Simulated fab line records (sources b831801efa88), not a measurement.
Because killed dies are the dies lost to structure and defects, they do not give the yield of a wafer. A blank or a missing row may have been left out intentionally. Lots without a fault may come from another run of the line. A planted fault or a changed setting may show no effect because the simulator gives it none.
The tool behind it: which one?	flow gf180mcu	21 wafers from 7 lots sampled at 3 of the route's 602 steps

## WHAT THE GAUGES SHOWED, per wafer
GF_V2_THK_MEAS_01.
lot	measured	on	V2_CVD_00_THK (nm)
L804	day 20 09:58	film-metro-04	592 588 591
L808	day 21 21:55	film-metro-02	603 593 605
L811	day 23 00:41	film-metro-02	598 603 610
L817	day 25 01:52	film-metro-04	590 594 588
L820	day 26 01:48	film-metro-02	600 596 591
L822	day 26 12:56	film-metro-04	602 601 604
L824	day 27 05:26	film-metro-04	596 602 597

## EACH LOT AND THE TOOL THAT RAN IT (in order: tool; ch and the chambers of the sampled wafers; start)
lot	GF_M1_METAL_ETCH_16	GF_M1_STRIP_17
L804	rie-metal-02 ch 0,1, day 18 05:43	plasma-asher-03 ch 0,1, day 18 05:50
L808	rie-metal-04 ch 0,1, day 19 18:06	plasma-asher-01 ch 0,1, day 19 18:13
L811	rie-metal-03 ch 0,1, day 20 22:34	plasma-asher-01 ch 0, day 20 22:41
L817	rie-metal-04 ch 1, day 23 00:42	plasma-asher-01 ch 0,1, day 23 00:49
L820	rie-metal-04 ch 0,1, day 24 03:27	plasma-asher-01 ch 0,1, day 24 03:34
L822	rie-metal-03 ch 0,1, day 24 15:07	plasma-asher-01 ch 0,1, day 24 15:14
L824	rie-metal-03 ch 0,1, day 25 08:15	plasma-asher-01 ch 0, day 25 08:22
- GF_M1_METAL_ETCH_16: etches the open film in Cl2/BCl3, stops on SiO2, target depth 627.5 nm, time 104.6 s.
- GF_M1_STRIP_17: strips in O2/N2.

## THE ANSWER, worked out from the rows above alone
Rule: usual is defined by the lots themselves. Put in order of their means at a reading, lots are off if they are a third of the lots or fewer, leave a main group of 4 or more, and stand apart from it by a gap of 3 or more times the standard deviation of the main group's means; of several such gaps the widest counts. A main group whose means are all the same, to the digits that the tables above print for the reading, isn't used. Also off: a lot with no number at a reading for which 4 or more lots have one. Where the step has rows for the other lots, those lots are counted as sound.
Nothing can be told from this: no lot is off at any reading shown.

## WHAT WAS PUT IN BY THE SIMULATOR
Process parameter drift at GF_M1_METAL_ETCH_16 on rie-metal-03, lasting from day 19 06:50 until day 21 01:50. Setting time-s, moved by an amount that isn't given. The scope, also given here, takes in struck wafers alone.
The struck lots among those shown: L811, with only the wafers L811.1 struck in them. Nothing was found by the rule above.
